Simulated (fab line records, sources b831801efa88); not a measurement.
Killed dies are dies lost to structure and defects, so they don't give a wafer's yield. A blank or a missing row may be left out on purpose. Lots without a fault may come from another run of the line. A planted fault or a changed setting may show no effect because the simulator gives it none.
Problem report in the 8D (eight disciplines) form, filled by code | flow sky130 | the parts of the form that need people (team, actions taken, sign-off) are left out

1. THE PROBLEM
rf_fwd_power_W at SKY_METAL1_ETCH_18 reads a mean of 575.5 W on 6 wafers of 2 lots; wafers without a fault read 495.4 W with a standard deviation of 1.6. That is +50 standard deviations from the usual mean.
The step: etches BARC in N2/H2, stops on SiO2, time 45.9 s, target depth 60 nm.
First seen on wafer L729.1, day 34 01:43, on rie_metal-03. The record holds 36 wafers of 12 lots with a number at this step. Rule for "out", or "out of limits": more than 4 standard deviations from the usual mean. The other wafers with a number count as sound.

2. WHAT IT IS AND WHAT IT IS NOT
question                    | is                     | is not
which readings at this step | rf_fwd_power_W         | drypump_motor_current_A, oes_product_au, throttle_valve_pct
which lots                  | L729, L731             | L725, L726, L728, L740, L741, L742, L743, L745, L746, L747
which wafers of those lots  | all that have a number | -
read on which tools         | rie_metal-03           | rie_metal-01, rie_metal-04
when                        | from day 34 01:43      | up to then (9 sound wafers); but 21 sound wafers of L740, L741, L742, L743, L745, L746, L747 came after

3. SUSPECTS, AND WHAT RULES EACH OUT
Counting: a tool at a process step up to the reading stays a suspect if it ran every lot that is out and no sound lot after the first of them.
- rie_metal-03 at SKY_METAL1_ETCH_18 (etches BARC in N2/H2, stops on SiO2, time 45.9 s, target depth 60 nm): ruled out as a lasting fault. Sound lots L742, L745, L746 ran on it after its first lot that is out, L729 (day 34 01:43).
Left after counting: nothing in the record.

4. THE CAUSE (what the simulator had put in)
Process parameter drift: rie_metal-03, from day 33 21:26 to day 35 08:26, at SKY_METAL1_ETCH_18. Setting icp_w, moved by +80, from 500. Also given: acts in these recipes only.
Counting ruled it out, wrongly.

5. THE CHAIN OF EFFECTS, in route order
Each row: a reading whose mean over the struck wafers that have a number lies more than 3 standard deviations from the usual. Only readings for which the record gives a usual standard deviation are gone through. hours: the time from each lot's start at the first step in this table that gives one to its start at this step, as a median over the lots. sigmas: the change in usual standard deviations.
hours | step               | reading        | usual   | on struck wafers | change | sigmas
0     | SKY_METAL1_ETCH_18 | rf_fwd_power_W | 495.4 W | 575.5            | +80.1  | +50
The process steps in it:
- SKY_METAL1_ETCH_18: etches BARC in N2/H2, stops on SiO2, time 45.9 s, target depth 60 nm.
Later measuring or inspecting steps at which every struck wafer that the step has a row for has a number for every such reading, and none has moved that far: SKY_VIA1_CD_MEAS_12.

6. WHAT WOULD HAVE CAUGHT IT SOONER
In this record the first reading out of limits was taken at day 34 01:43, 4 hours after the fault began at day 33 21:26.
